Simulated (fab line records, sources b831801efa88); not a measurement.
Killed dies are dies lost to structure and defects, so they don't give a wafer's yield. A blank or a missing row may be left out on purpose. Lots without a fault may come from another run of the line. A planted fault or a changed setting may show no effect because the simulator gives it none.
Which tool did it? | flow sky130 | 12 lots, 36 wafers sampled, at 3 steps of a route of 708

WHAT THE GAUGES READ, wafer by wafer
SKY_FIELD_ISO_CD_MEAS_13: target cd 150 nm.
lot  | measured    | on        | cd_nm (nm)
L588 | day 2 10:26 | cd_sem-02 | 148.0 149.2 149.0
L591 | day 3 02:51 | cd_sem-01 | 149.2 150.7 149.5
L592 | day 3 09:47 | cd_sem-02 | 149.0 150.9 150.3
L593 | day 3 14:43 | cd_sem-02 | 153.0 151.6 152.3
L597 | day 4 08:44 | cd_sem-02 | 151.2 151.1 150.5
L599 | day 4 19:35 | cd_sem-01 | 151.6 152.1 152.8
L603 | day 5 16:47 | cd_sem-01 | 148.1 150.1 149.5
L604 | day 5 21:50 | cd_sem-02 | 149.6 149.0 148.8
L605 | day 6 04:14 | cd_sem-01 | 132.3 130.9 130.5
L606 | day 6 07:27 | cd_sem-01 | 133.1 132.3 132.7
L607 | day 6 13:26 | cd_sem-01 | 148.0 149.1 149.0
L610 | day 7 05:34 | cd_sem-01 | 149.5 150.2 149.8

SKY_FIELD_ISO_THK_MEAS_23.
lot  | measured    | on            | FIELD_ISO_OXIDATION_01_THK (nm)
L588 | day 2 13:40 | film_metro-04 | 9.85 9.59 9.70
L591 | day 3 04:49 | film_metro-04 | 9.64 10.01 10.01
L592 | day 3 11:37 | film_metro-04 | 9.78 9.82 10.05
L593 | day 3 17:01 | film_metro-02 | 9.96 9.96 9.83
L597 | day 4 13:02 | film_metro-01 | 9.83 9.79 9.78
L599 | day 4 22:44 | film_metro-01 | 9.98 10.02 10.24
L603 | day 5 18:38 | film_metro-02 | 10.16 10.03 10.09
L604 | day 6 00:11 | film_metro-02 | 10.37 10.26 10.02
L605 | day 6 07:00 | film_metro-04 | 10.01 10.12 9.90
L606 | day 6 09:47 | film_metro-04 | 10.15 10.10 9.98
L607 | day 6 18:43 | film_metro-01 | 10.30 10.35 10.17
L610 | day 7 14:27 | film_metro-04 | 9.97 9.84 9.88

WHICH TOOL RAN EACH LOT (tool, then ch and the chambers of the sampled wafers, then the start)
lot  | SKY_FIELD_ISO_EXPOSE_10
L588 | krf_scanner-02 ch 0, day 2 03:08
L591 | krf_scanner-02 ch 0, day 2 19:48
L592 | krf_scanner-02 ch 0, day 3 02:32
L593 | krf_scanner-01 ch 0, day 3 07:12
L597 | krf_scanner-02 ch 0, day 4 01:16
L599 | krf_scanner-01 ch 0, day 4 11:55
L603 | krf_scanner-01 ch 0, day 5 08:44
L604 | krf_scanner-01 ch 0, day 5 13:01
L605 | krf_scanner-02 ch 0, day 5 18:43
L606 | krf_scanner-02 ch 0, day 5 22:24
L607 | krf_scanner-01 ch 0, day 6 04:31
L610 | krf_scanner-01 ch 0, day 6 20:09
- SKY_FIELD_ISO_EXPOSE_10: exposes mask FOM, target cd 150 nm.

WHAT THE TOOLS THEMSELVES READ (means of the sampled wafers that have a number; where no wafer has one, the mark that the record gives instead)
SKY_FIELD_ISO_EXPOSE_10.
lot  | tool           | exposure_dose_mJ_cm2
L588 | krf_scanner-02 | 28.019
L591 | krf_scanner-02 | 28.008
L592 | krf_scanner-02 | 27.990
L593 | krf_scanner-01 | 27.983
L597 | krf_scanner-02 | 28.001
L599 | krf_scanner-01 | 27.981
L603 | krf_scanner-01 | 28.004
L604 | krf_scanner-01 | 28.027
L605 | krf_scanner-02 | 30.856
L606 | krf_scanner-02 | 30.844
L607 | krf_scanner-01 | 27.968
L610 | krf_scanner-01 | 27.998

THE ANSWER, worked out from the rows above alone
Rule: what is usual is taken from the lots themselves. Put in order of their means at a reading, lots are off if they are a third of the lots or fewer, leave a main group of 4 or more, and stand apart from it by a gap of 3 or more times the standard deviation of the main group's means; of several such gaps the widest counts. A main group whose means are all the same, to the digits that the tables above print for the reading, isn't used. A lot without any number at a reading at which 4 lots or more have one is off too. The other lots that the step has rows for count as sound. The gauges are gone through in route order, then the tools' own readings, and for those a lot's mean is taken as printed above. The first step at which some lot is off is used, and at that step the reading that is off furthest; a lot without a number counts as furthest.
Off: L605, L606, at SKY_FIELD_ISO_CD_MEAS_13 (cd_nm). The main group: mean 150.1 nm, standard deviation 1.2.
A tool fits if, at a process step before that reading, it ran every lot that is off, and no sound lot after the first of them. The gauges at SKY_FIELD_ISO_CD_MEAS_13 aren't tried: what is off there is off at SKY_FIELD_ISO_EXPOSE_10 too, on other tools, and a gauge's error can't cause that. One fits: krf_scanner-02 at SKY_FIELD_ISO_EXPOSE_10. Its last sound lot is L597 (day 4 01:16), its first lot that is off L605 (day 5 18:43): a fault that began between those two fits.
The tool's own readings at SKY_FIELD_ISO_EXPOSE_10 bear it out: on the lots that are off they differ by more than 5 times the standard deviation of the sound lots' means. exposure_dose_mJ_cm2 reads 30.850 there against 27.998 on the sound lots.

WHAT THE SIMULATOR HAD PUT IN
Process parameter drift: krf_scanner-02, from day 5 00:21 on, at SKY_FIELD_ISO_EXPOSE_10. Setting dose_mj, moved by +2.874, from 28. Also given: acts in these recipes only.
Lots struck among those shown: L605, L606. The rule above found the same.
